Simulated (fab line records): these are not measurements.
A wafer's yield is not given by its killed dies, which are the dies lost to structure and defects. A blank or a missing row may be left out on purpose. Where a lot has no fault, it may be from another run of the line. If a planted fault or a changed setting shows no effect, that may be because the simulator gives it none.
fab line records    flow sky130
[record] lots = 5  wafers = 23
route steps=708 shown LDD_HVN@275 LDD_HVP@280 LDD_LDN@291 SD_P@324 SD_N@344 LI_CONTACT@362
startH: the number of hours between the record's first day and the start of the first shown wafer of the lot    waitH: hours from the lot's prior step to this one    " repeats the value in the row above    L1.1+2: several wafers, shown together as one row    - either no value or no given start    * or withheld: withheld    < > ~ a bound
route shown NAME@n: NAME is a module with steps in the file, n the number in the route of the first one    usual: mean/standard deviation taken from wafers without a fault    same: alike in all rows    chamber/n: place in a boat    sites: per-site readings    _std_site: standard deviation of those values    _edge_site: mean of outer sites minus mean of inner sites    radiusMm: how far each site lies from the wafer's centre    mask NAME#n: copy n    behind: the most recent tool/chamber to have shaped the wafer    hold: cause of the lot's hold/its duration in hours/its outcome    device: the transistor (n, p or np) that didn't switch    end of line: the tests these same wafers got at the end of their route    where a step has no rows: the recipe by itself    killed: dies lost to structure and defects at the first sort, not the wafer's yield    map: a wafer's dies, x killed, . not, _ none there
set.NAME: the setting that was run; set.NAME@STEP: the one run at that earlier step    model.NAME: the simulator's own value behind a step, which no gauge read
lots where settings were altered on purpose, with a table for each step and a row for each wafer
[[steps]]
[step SKY_LDD_HVN_IMPLANT_08]
[recipe] species = P  energyKev = 60  doseCm2 = 3e+13  tiltDeg = 40
lot.wafer       tool          chamber  startH  waitH  set.doseCm2
L074.1+2+3+4+6  implanter-02  0        455.03  0.0    3e+13
L077.1+2+5      implanter-03  0        493.06  0.0    3e+13
L077.3+4        "             0        "       "      3.119e+13
L079.1+4+5      implanter-01  0        513.03  0.0    3e+13
L080.1+2+4+5+6  implanter-02  0        516.93  0.0    3e+13
L085.1+2+4      implanter-02  0        583.41  0.0    3e+13
L085.3+6        "             0        "       "      2.816e+13
[step SKY_LDD_HVN_STRIP_09]
[recipe] chemistry = O2/N2  powerW = 1400  pressureMtorr = 1500  platenTempC = withheld  o2FlowSccm = 3000  n2FlowSccm = 300  overashFraction = 0.5
[step SKY_LDD_HVN_TW_MEAS_10]
[usual] LDD_HVN_TW = 1435/5.7
lot.wafer  tool          chamber  startH  waitH  set.doseCm2@LDD_HVN_IMPLANT_08  LDD_HVN_TW
L074.1     filmMetro-04  -        455.28  0.1    3e+13                           1421
L074.2     "             -        "       "      3e+13                           1428
L074.3     "             -        "       "      3e+13                           1430
L074.4     "             -        "       "      3e+13                           1428
L074.6     "             -        "       "      3e+13                           1433
L077.1     filmMetro-01  -        493.31  0.1    3e+13                           1433
L077.2     "             -        "       "      3e+13                           1429
L077.3     "             -        "       "      3.119e+13                       1455
L077.4     "             -        "       "      3.119e+13                       1459
L077.5     "             -        "       "      3e+13                           1441
L079.1     filmMetro-01  -        513.28  0.1    3e+13                           1430
L079.4     "             -        "       "      3e+13                           1434
L079.5     "             -        "       "      3e+13                           1436
L080.1     filmMetro-01  -        517.18  0.1    3e+13                           1440
L080.2     "             -        "       "      3e+13                           1441
L080.4     "             -        "       "      3e+13                           1434
L080.5     "             -        "       "      3e+13                           1438
L080.6     "             -        "       "      3e+13                           1440
L085.1     filmMetro-04  -        583.66  0.1    3e+13                           1445
L085.2     "             -        "       "      3e+13                           1438
L085.3     "             -        "       "      2.816e+13                       1407
L085.4     "             -        "       "      3e+13                           1442
L085.6     "             -        "       "      2.816e+13                       1413
[step SKY_LDD_HVP_COAT_02]
[recipe] resist = NOVOLAK  spinRpm = 3000  resistThkNm = 300
lot.wafer  tool           chamber  startH  waitH  set.spinRpm  model.NOVOLAK_of_LDD_HVP_COAT_02.thkNm
L074.1     lithoTrack-03  0        470.13  0.1    3000         300.3
L074.2     "              0        "       "      2934         303.4
L074.3     "              0        "       "      3000         300
L074.4     "              0        "       "      2934         304.7
L074.6     "              0        "       "      2934         304
L077.1     lithoTrack-03  0        507.58  0.1    3120         295.1
L077.2+4   "              0        "       "      3000         301.1
L077.3     "              0        "       "      3120         295.8
L077.5     "              0        "       "      3000         301.6
L079.1     lithoTrack-03  0        527.78  0.1    3000         299.8
L079.4     "              0        "       "      3000         299.4
L079.5     "              0        "       "      3000         299.2
L080.1     lithoTrack-01  0        531.79  0.1    3000         300.5
L080.2     "              0        "       "      2898         306
L080.4     "              0        "       "      3000         301
L080.5     "              0        "       "      2898         307
L080.6     "              0        "       "      2898         305.5
L085.1     lithoTrack-01  0        597.74  0.1    3000         299.8
L085.2     "              0        "       "      3000         300.2
L085.3     "              0        "       "      3000         300
L085.4     "              0        "       "      3000         299
L085.6     "              0        "       "      3000         299.4
[step SKY_LDD_HVP_SOFTBAKE_03]
[recipe] tempC = 90  timeS = 60  resist = NOVOLAK
[step SKY_LDD_HVP_EXPOSE_04]
[recipe] maskId = HVPTM  na = 0.6  sourceShape = conventional  sigmaOuter = 0.6  polarization = unpolarized  targetCdNm = 700  doseMj = 86
[step SKY_LDD_HVP_IMPLANT_08]
[recipe] species = B  energyKev = 20.27  doseCm2 = 1.7e+13  tiltDeg = 17.9
[step SKY_LDD_HVP_STRIP_09]
[recipe] chemistry = O2/N2  powerW = 1400  pressureMtorr = 1500  platenTempC = withheld  o2FlowSccm = 3000  n2FlowSccm = 300  overashFraction = 0.5
[usual] stripTimeToEndpointS = 4.137/0.014
lot.wafer  tool            chamber  startH  waitH  set.spinRpm@LDD_HVP_COAT_02  stripTimeToEndpointS
L074.1     plasmaAsher-02  0        486.33  0.1    3000                         4.146
L074.2     "               1        "       "      2934                         4.187
L074.3     "               0        "       "      3000                         4.121
L074.4     "               1        "       "      2934                         4.203
L074.6     "               0        "       "      2934                         4.186
L077.1     plasmaAsher-03  0        522.88  0.1    3120                         4.075
L077.2     "               1        "       "      3000                         4.146
L077.3     "               1        "       "      3120                         4.058
L077.4     "               0        "       "      3000                         4.143
L077.5     "               1        "       "      3000                         4.175
L079.1     plasmaAsher-03  1        542.63  0.1    3000                         4.132
L079.4     "               1        "       "      3000                         4.112
L079.5     "               0        "       "      3000                         4.117
L080.1     plasmaAsher-03  0        547.56  0.1    3000                         4.145
L080.2     "               1        "       "      2898                         4.204
L080.4     "               1        "       "      3000                         4.134
L080.5     "               0        "       "      2898                         4.233
L080.6     "               1        "       "      2898                         4.197
L085.1     plasmaAsher-03  1        612.63  0.1    3000                         4.129
L085.2     "               0        "       "      3000                         4.141
L085.3     "               0        "       "      3000                         4.147
L085.4     "               1        "       "      3000                         4.112
L085.6     "               0        "       "      3000                         4.129
[step SKY_LDD_LDN_COAT_02]
[recipe] resist = NOVOLAK  spinRpm = 3000  resistThkNm = 1140
lot.wafer  tool           chamber  startH  waitH  set.resistThkNm  model.NOVOLAK_of_LDD_LDN_COAT_02.thkNm
L074.1     lithoTrack-02  0        501.17  0.1    1159             1152
L074.2     "              0        "       "      1159             1156
L074.3     "              0        "       "      1140             1135
L074.4     "              0        "       "      1159             1154
L074.6     "              0        "       "      1140             1131
L077.1+2   lithoTrack-02  0        537.62  0.1    1140             1137
L077.3     "              0        "       "      1140             1138
L077.4     "              0        "       "      1140             1136
L077.5     "              0        "       "      1140             1139
L079.1+4   lithoTrack-01  0        557.09  0.1    1140             1141
L079.5     "              0        "       "      1140             1140
L080.1     lithoTrack-02  0        561.92  0.1    1097             1099
L080.2     "              0        "       "      1140             1137
L080.4     "              0        "       "      1097             1097
L080.5     "              0        "       "      1097             1098
L080.6     "              0        "       "      1140             1138
L085.1     lithoTrack-01  0        626.69  0.1    1140             1148
L085.2     "              0        "       "      1140             1145
L085.3+6   "              0        "       "      1140             1142
L085.4     "              0        "       "      1140             1143
[step SKY_LDD_LDN_IMPLANT_11]
[recipe] species = As  energyKev = 15  doseCm2 = 1.25e+13  tiltDeg = withheld  rotationDeg = 293
lot.wafer       tool          chamber  startH  waitH  set.doseCm2
L074.1+2+3+4+6  implanter-03  0        517.38  0.1    1.25e+13
L077.1+4        implanter-04  0        553.53  0.1    1.172e+13
L077.2+3+5      "             0        "       "      1.25e+13
L079.1+4+5      implanter-03  0        572.82  0.1    1.25e+13
L080.1+6        implanter-01  0        577.07  0.1    1.25e+13
L080.2+4+5      "             0        "       "      1.339e+13
L085.1+3        implanter-03  0        641.82  0.1    1.343e+13
L085.2+4+6      "             0        "       "      1.25e+13
[step SKY_LDD_LDN_STRIP_12]
[recipe] chemistry = O2/N2  powerW = 1400  pressureMtorr = 1500  platenTempC = withheld  o2FlowSccm = 3000  n2FlowSccm = 300  overashFraction = 0.5
[usual] stripTimeToEndpointS = 14.17/0.041
lot.wafer  tool            chamber  startH  waitH  set.resistThkNm@LDD_LDN_COAT_02  stripTimeToEndpointS
L074.1     plasmaAsher-03  1        517.53  0.1    1159                             14.28
L074.2     "               0        "       "      1159                             14.33
L074.3     "               0        "       "      1140                             14.11
L074.4     "               1        "       "      1159                             14.31
L074.6     "               0        "       "      1140                             14.06
L077.1     plasmaAsher-03  1        553.68  0.1    1140                             14.13
L077.2     "               0        "       "      1140                             14.13
L077.3     "               1        "       "      1140                             14.16
L077.4     "               0        "       "      1140                             14.13
L077.5     "               0        "       "      1140                             14.19
L079.1     plasmaAsher-04  0        572.97  0.1    1140                             14.20
L079.4     "               1        "       "      1140                             14.19
L079.5     "               1        "       "      1140                             14.17
L080.1     plasmaAsher-04  1        577.22  0.1    1097                             13.70
L080.2     "               0        "       "      1140                             14.15
L080.4     "               0        "       "      1097                             13.67
L080.5     "               1        "       "      1097                             13.68
L080.6     "               0        "       "      1140                             14.16
L085.1     plasmaAsher-01  0        641.97  0.1    1140                             14.27
L085.2     "               1        "       "      1140                             14.25
L085.3     "               0        "       "      1140                             14.19
L085.4     "               1        "       "      1140                             14.21
L085.6     "               0        "       "      1140                             14.19
[step SKY_SD_P_EXPOSE_04]
[recipe] maskId = PSDM  na = 0.6  sourceShape = conventional  sigmaOuter = 0.6  polarization = unpolarized  targetCdNm = 380  doseMj = 138
lot.wafer       tool             chamber  startH  waitH  mask    set.doseMj
L074.1+2+3+4+6  ilineStepper-01  0        -       -      PSDM#0  138
L077.1+2+5      ilineStepper-02  0        -       -      PSDM#0  138
L077.3+4        "                0        "       "      PSDM#0  148.3
L079.1+4+5      ilineStepper-01  0        -       -      PSDM#0  138
L080.1+2+6      ilineStepper-01  0        -       -      PSDM#0  143.1
L080.4+5        "                0        "       "      PSDM#0  138
L085.1+2+3+4+6  ilineStepper-01  0        -       -      PSDM#0  138
[step SKY_SD_P_PEB_05]
[recipe] tempC = withheld  timeS = *  resist = NOVOLAK
[step SKY_SD_P_DEVELOP_06]
[recipe] resist = NOVOLAK  developer = TMAH  developTimeS = 60  devTempC = 23
[step SKY_SD_P_CD_MEAS_07]
[recipe] targetCdNm = 380
[usual] cdNm = 380.7/1.8
lot.wafer  tool      chamber  startH  waitH  set.doseMj@SD_P_EXPOSE_04  cdNm
L074.1     cdSem-02  -        579.34  0.1    138                        381.1
L074.2     "         -        "       "      138                        382.3
L074.3     "         -        "       "      138                        380.2
L074.4     "         -        "       "      138                        382.8
L074.6     "         -        "       "      138                        381.9
L077.1     cdSem-01  -        613.77  0.1    138                        384.3
L077.2     "         -        "       "      138                        383.6
L077.3     "         -        "       "      148.3                      401.9
L077.4     "         -        "       "      148.3                      402.7
L077.5     "         -        "       "      138                        382.3
L079.1     cdSem-02  -        632.67  0.1    138                        385.2
L079.4     "         -        "       "      138                        380.8
L079.5     "         -        "       "      138                        381.8
L080.1     cdSem-02  -        636.74  0.1    143.1                      395.0
L080.2     "         -        "       "      143.1                      392.1
L080.4     "         -        "       "      138                        381.1
L080.5     "         -        "       "      138                        381.1
L080.6     "         -        "       "      143.1                      392.6
L085.1     cdSem-01  -        700.92  0.1    138                        379.0
L085.2     "         -        "       "      138                        380.3
L085.3     "         -        "       "      138                        376.6
L085.4     "         -        "       "      138                        379.0
L085.6     "         -        "       "      138                        379.6
[step SKY_SD_N_COAT_02]
[recipe] resist = NOVOLAK  spinRpm = 3000  resistThkNm = 1140
lot.wafer  tool           chamber  startH  waitH  set.resistThkNm  model.NOVOLAK_of_SD_N_COAT_02.thkNm
L074.1     lithoTrack-02  0        623.82  0.1    1140             1148
L074.2     "              0        "       "      1119             1123
L074.3     "              0        "       "      1119             1127
L074.4     "              0        "       "      1140             1146
L074.6     "              0        "       "      1119             1126
L077.1     lithoTrack-02  0        657.22  0.1    1203             1201
L077.2     "              0        "       "      1140             1139
L077.3     "              0        "       "      1140             1136
L077.4     "              0        "       "      1140             1138
L077.5     "              0        "       "      1203             1199
L079.1     lithoTrack-01  0        676.04  0.1    1140             1134
L079.4     "              0        "       "      1140             1141
L079.5     "              0        "       "      1140             1140
L080.1     lithoTrack-04  0        680.04  0.1    1079             1080
L080.2     "              0        "       "      1140             1142
L080.4     "              0        "       "      1079             1082
L080.5+6   "              0        "       "      1140             1143
L085.1     lithoTrack-04  0        742.54  0.1    1140             1144
L085.2     "              0        "       "      1140             1148
L085.3+4   "              0        "       "      1140             1141
L085.6     "              0        "       "      1140             1143
[step SKY_SD_N_SOFTBAKE_03]
[recipe] tempC = 90  timeS = 60  resist = NOVOLAK
[step SKY_SD_N_EXPOSE_04]
[recipe] maskId = NSDM  na = 0.6  sourceShape = conventional  sigmaOuter = 0.6  polarization = unpolarized  targetCdNm = 380  doseMj = 141
[step SKY_SD_N_PEB_05]
[recipe] tempC = withheld  timeS = *  resist = NOVOLAK
[step SKY_SD_N_DEVELOP_06]
[recipe] resist = NOVOLAK  developer = TMAH  developTimeS = 60  devTempC = 23
[step SKY_SD_N_CD_MEAS_07]
[recipe] targetCdNm = 380
[usual] cdNm = 379.3/2.4
lot.wafer  tool      chamber  startH  waitH  set.resistThkNm@SD_N_COAT_02  cdNm
L074.1     cdSem-02  -        638.07  0.1    1140                          381.0
L074.2     "         -        "       "      1119                          385.0
L074.3     "         -        "       "      1119                          384.0
L074.4     "         -        "       "      1140                          383.4
L074.6     "         -        "       "      1119                          382.9
L077.1     cdSem-02  -        671.64  0.1    1203                          373.6
L077.2     "         -        "       "      1140                          380.8
L077.3     "         -        "       "      1140                          380.4
L077.4     "         -        "       "      1140                          381.4
L077.5     "         -        "       "      1203                          376.0
L079.1     cdSem-02  -        690.09  0.1    1140                          380.2
L079.4     "         -        "       "      1140                          381.9
L079.5     "         -        "       "      1140                          380.3
L080.1     cdSem-01  -        693.87  0.1    1079                          384.4
L080.2     "         -        "       "      1140                          377.9
L080.4     "         -        "       "      1079                          384.9
L080.5     "         -        "       "      1140                          378.9
L080.6     "         -        "       "      1140                          378.6
L085.1     cdSem-02  -        755.64  0.1    1140                          382.3
L085.2     "         -        "       "      1140                          381.1
L085.3     "         -        "       "      1140                          382.9
L085.4     "         -        "       "      1140                          383.8
L085.6     "         -        "       "      1140                          380.0
[step SKY_SD_N_STRIP_11]
[recipe] chemistry = O2/N2  powerW = 1400  pressureMtorr = 1500  platenTempC = withheld  o2FlowSccm = 3000  n2FlowSccm = 300  overashFraction = 0.5
[usual] stripTimeToEndpointS = 22.55/0.043
lot.wafer  tool            chamber  startH  waitH  set.powerW  set.resistThkNm@SD_N_COAT_02  stripTimeToEndpointS
L074.1     plasmaAsher-01  1        638.53  0.1    1400        1140                          22.63
L074.2     "               0        "       "      1329        1119                          23.30
L074.3     "               1        "       "      1400        1119                          22.41
L074.4     "               0        "       "      1329        1140                          23.59
L074.6     "               0        "       "      1400        1119                          22.38
L077.1     plasmaAsher-04  0        672.09  0.1    1448        1203                          22.58
L077.2     "               1        "       "      1448        1140                          21.95
L077.3     "               1        "       "      1400        1140                          22.51
L077.4     "               0        "       "      1400        1140                          22.55
L077.5     "               1        "       "      1400        1203                          23.20
L079.1     plasmaAsher-04  1        690.54  0.1    1400        1140                          22.49
L079.4     "               0        "       "      1400        1140                          22.57
L079.5     "               0        "       "      1400        1140                          22.55
L080.1     plasmaAsher-03  0        694.33  0.1    1400        1079                          21.86
L080.2     "               1        "       "      1357        1140                          23.14
L080.4     "               0        "       "      1357        1079                          22.43
L080.5     "               0        "       "      1357        1140                          23.15
L080.6     "               1        "       "      1400        1140                          22.60
L085.1     plasmaAsher-01  1        756.10  0.1    1331        1140                          23.55
L085.2     "               0        "       "      1331        1140                          23.58
L085.3     "               0        "       "      1400        1140                          22.57
L085.4     "               1        "       "      1400        1140                          22.56
L085.6     "               0        "       "      1400        1140                          22.57
[step SKY_LI_CONTACT_HDPCVD_00]
[recipe] material = PSG  targetThkNm = 930  sigmaOpenFrac = 0.3  timeS = 155  tempC = 600  sih4FlowSccm = 60  pressureMtorr = 6
lot.wafer  tool       chamber  startH  waitH  set.timeS  model.PSG_of_LI_CONTACT_HDPCVD_00.thkNm
L074.1     hdpcvd-02  2        639.29  0.0    155        926.2
L074.2     "          0        "       "      155        923.1
L074.3     "          1        "       "      141.9      858.1
L074.4     "          1        "       "      155        935.2
L074.6     "          2        "       "      141.9      848.8
L077.1     hdpcvd-01  0        672.86  0.0    142.5      842
L077.2     "          2        "       "      155        944.1
L077.3     "          2        "       "      142.5      862.2
L077.4     "          0        "       "      155        919.9
L077.5     "          0        "       "      155        920.9
L079.1     hdpcvd-02  2        691.30  0.0    155        928.2
L079.4     "          0        "       "      155        905.1
L079.5     "          2        "       "      155        931.8
L080.1     hdpcvd-02  1        695.09  0.0    167.4      1015
L080.2     "          0        "       "      155        908.8
L080.4     "          0        "       "      155        921.5
L080.5     "          1        "       "      167.4      1017
L080.6     "          2        "       "      155        935.2
L085.1     hdpcvd-02  1        756.88  0.0    155        931
L085.2     "          2        "       "      155        933.3
L085.3     "          0        "       "      155        924.4
L085.4     "          1        "       "      155        941.9
L085.6     "          0        "       "      155        923.5
[step SKY_LI_CONTACT_THK_MEAS_01]
[recipe] reads = PSG_of_LI_CONTACT_HDPCVD_00
[usual] LI_CONTACT_HDPCVD_THK = 929/10
lot.wafer  tool          chamber  startH  waitH  set.timeS@LI_CONTACT_HDPCVD_00  LI_CONTACT_HDPCVD_THK[nm]
L074.1     filmMetro-04  -        639.39  0.1    155                             927
L074.2     "             -        "       "      155                             923
L074.3     "             -        "       "      141.9                           858
L074.4     "             -        "       "      155                             935
L074.6     "             -        "       "      141.9                           849
L077.1     filmMetro-01  -        673.01  0.1    142.5                           843
L077.2     "             -        "       "      155                             945
L077.3     "             -        "       "      142.5                           862
L077.4     "             -        "       "      155                             919
L077.5     "             -        "       "      155                             921
L079.1     filmMetro-01  -        691.41  0.1    155                             929
L079.4     "             -        "       "      155                             905
L079.5     "             -        "       "      155                             932
L080.1     filmMetro-04  -        695.19  0.1    167.4                           1014
L080.2     "             -        "       "      155                             908
L080.4     "             -        "       "      155                             921
L080.5     "             -        "       "      167.4                           1016
L080.6     "             -        "       "      155                             936
L085.1     filmMetro-02  -        756.99  0.1    155                             931
L085.2     "             -        "       "      155                             933
L085.3     "             -        "       "      155                             924
L085.4     "             -        "       "      155                             942
L085.6     "             -        "       "      155                             923
[step SKY_LI_CONTACT_EXPOSE_09]
[recipe] maskId = LICM1  na = 0.8  sourceShape = annular  sigmaInner = 0.55  sigmaOuter = 0.85  targetCdNm = 170  doseMj = 38
lot.wafer       tool           chamber  startH  waitH  mask     set.doseMj
L074.1+3        krfScanner-02  0        -       -      LICM1#0  35.97
L074.2+4+6      "              0        "       "      LICM1#0  38
L077.1+2+3+4+5  krfScanner-01  0        -       -      LICM1#0  38
L079.1+4+5      krfScanner-01  0        -       -      LICM1#0  38
L080.1+5+6      krfScanner-02  0        -       -      LICM1#0  38
L080.2+4        "              0        "       "      LICM1#0  40.48
L085.1+2+3+4+6  krfScanner-02  0        -       -      LICM1#0  38
[step SKY_LI_CONTACT_DEVELOP_11]
[recipe] developTimeS = 60  resist = KrF-thick  devTempC = 21
lot.wafer   tool           chamber  startH  waitH  set.devTempC
L074.1+6    lithoTrack-04  0        -       -      22.56
L074.2+3+4  "              0        "       "      21
L077.1+3+5  lithoTrack-04  0        -       -      21
L077.2+4    "              0        "       "      23.81
L079.1+4+5  lithoTrack-02  0        -       -      21
L080.1+2+6  lithoTrack-03  0        -       -      24.07
L080.4+5    "              0        "       "      21
L085.1+3+6  lithoTrack-04  0        -       -      21
L085.2+4    "              0        "       "      23.95
[step SKY_LI_CONTACT_CD_MEAS_12]
[recipe] targetCdNm = 170
[usual] cdNm = 169.2/1.4
lot.wafer  tool      chamber  startH  waitH  set.doseMj@LI_CONTACT_EXPOSE_09  cdNm
L074.1     cdSem-01  -        668.64  -      35.97                            159.6
L074.2     "         -        "       "      38                               167.8
L074.3     "         -        "       "      35.97                            158.5
L074.4     "         -        "       "      38                               167.4
L074.6     "         -        "       "      38                               170.3
L077.1     cdSem-02  -        701.29  -      38                               169.3
L077.2     "         -        "       "      38                               172.7
L077.3     "         -        "       "      38                               169.3
L077.4     "         -        "       "      38                               172.3
L077.5     "         -        "       "      38                               169.7
L079.1     cdSem-02  -        719.77  -      38                               169.4
L079.4     "         -        "       "      38                               170.0
L079.5     "         -        "       "      38                               168.8
L080.1     cdSem-02  -        723.78  -      38                               174.2
L080.2     "         -        "       "      40.48                            184.9
L080.4     "         -        "       "      40.48                            182.7
L080.5     "         -        "       "      38                               172.1
L080.6     "         -        "       "      38                               174.0
L085.1     cdSem-02  -        783.59  -      38                               168.4
L085.2     "         -        "       "      38                               169.6
L085.3     "         -        "       "      38                               168.7
L085.4     "         -        "       "      38                               170.1
L085.6     "         -        "       "      38                               166.4
[step SKY_LI_CONTACT_ETCH_14]
[recipe] chemistry = N2/H2  target = BARC  ionEnergyEv = 200  sourceW = 500  biasW = 100  pressureMtorr = 30  n2FlowSccm = 100  h2FlowSccm = 200  stopOn = SiO2  timeS = 45.9  targetDepthA = 600
lot.wafer  tool        chamber  startH  waitH  set.doseMj@LI_CONTACT_EXPOSE_09  model.LI_CONTACT.cdNm
L074.1     rieDiel-02  0        668.79  0.0    35.97                            158.9
L074.2     "           2        "       "      38                               168.8
L074.3     "           3        "       "      35.97                            157.9
L074.4     "           1        "       "      38                               166.9
L074.6     "           1        "       "      38                               171.2
L077.1     rieDiel-02  2        701.44  0.0    38                               170.3
L077.2     "           1        "       "      38                               174.1
L077.3     "           3        "       "      38                               168.8
L077.4     "           0        "       "      38                               171.7
L077.5     "           3        "       "      38                               169.9
L079.1     rieDiel-01  1        719.93  0.0    38                               168.5
L079.4     "           0        "       "      38                               170.6
L079.5     "           3        "       "      38                               167.9
L080.1     rieDiel-04  2        723.93  0.0    38                               173.1
L080.2     "           1        "       "      40.48                            184.4
L080.4     "           3        "       "      40.48                            182.5
L080.5     "           2        "       "      38                               171.5
L080.6     "           1        "       "      38                               173.3
L085.1     rieDiel-01  3        783.74  0.0    38                               169.6
L085.2     "           0        "       "      38                               169.9
L085.3     "           2        "       "      38                               168.8
L085.4     "           1        "       "      38                               169.3
L085.6     "           3        "       "      38                               167.1
[[key]]
[split] step = SKY_LDD_HVN_IMPLANT_08  setting = doseCm2  stated = 3e+13  by = wafer
[response] step = SKY_LDD_HVN_TW_MEAS_10  reading = LDD_HVN_TW  change = +5.35  per = 1%  r = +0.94
[split] step = SKY_LDD_HVP_COAT_02  setting = spinRpm  stated = 3000  by = wafer
[response] step = SKY_LDD_HVP_COAT_02  reading = model.NOVOLAK_of_LDD_HVP_COAT_02.thkNm  change = -1.55  per = 1%  r = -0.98
[response] step = SKY_LDD_HVP_STRIP_09  reading = stripTimeToEndpointS  change = *  per = 1%  r = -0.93
[split] step = SKY_LDD_LDN_COAT_02  setting = resistThkNm  stated = 1140  by = wafer
[response] step = SKY_LDD_LDN_COAT_02  reading = model.NOVOLAK_of_LDD_LDN_COAT_02.thkNm  change = +10.8  per = 1%  r = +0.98
[response] step = SKY_LDD_LDN_STRIP_12  reading = stripTimeToEndpointS  change = *  per = 1%  r = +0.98
[split] step = SKY_LDD_LDN_IMPLANT_11  setting = doseCm2  stated = 1.25e+13  by = wafer
response none clear
[split] step = SKY_SD_P_EXPOSE_04  setting = doseMj  stated = 138  by = wafer
[response] step = SKY_SD_P_CD_MEAS_07  reading = cdNm  change = +2.68  per = 1%  r = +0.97
[split] step = SKY_SD_N_COAT_02  setting = resistThkNm  stated = 1140  by = wafer
[response] step = SKY_SD_N_COAT_02  reading = model.NOVOLAK_of_SD_N_COAT_02.thkNm  change = +11.4  per = 1%  r = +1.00
[response] step = SKY_SD_N_CD_MEAS_07  reading = cdNm  change = -1.12  per = 1%  r = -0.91
[response] step = SKY_SD_N_STRIP_11  reading = stripTimeToEndpointS  slope = *  per = 1%  togetherWith = powerW@SD_N_STRIP_11  explained = 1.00
[split] step = SKY_SD_N_STRIP_11  setting = powerW  stated = 1400  by = wafer
[response] step = SKY_SD_N_STRIP_11  reading = stripTimeToEndpointS  slope = *  per = 1%  togetherWith = resistThkNm@SD_N_COAT_02  explained = 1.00
[split] step = SKY_LI_CONTACT_HDPCVD_00  setting = timeS  stated = 155  by = wafer
[response] step = SKY_LI_CONTACT_HDPCVD_00  reading = model.PSG_of_LI_CONTACT_HDPCVD_00.thkNm  change = +9.98  per = 1%  r = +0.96
[response] step = SKY_LI_CONTACT_THK_MEAS_01  reading = LI_CONTACT_HDPCVD_THK  change = +9.93  per = 1%  r = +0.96
[split] step = SKY_LI_CONTACT_EXPOSE_09  setting = doseMj  stated = 38  by = wafer
[response] step = SKY_LI_CONTACT_CD_MEAS_12  reading = cdNm  change = +1.66  per = 1%  r = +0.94
[response] step = SKY_LI_CONTACT_ETCH_14  reading = model.LI_CONTACT.cdNm  change = +1.79  per = 1%  r = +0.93
[split] step = SKY_LI_CONTACT_DEVELOP_11  setting = devTempC  stated = 21  by = wafer
response none clear
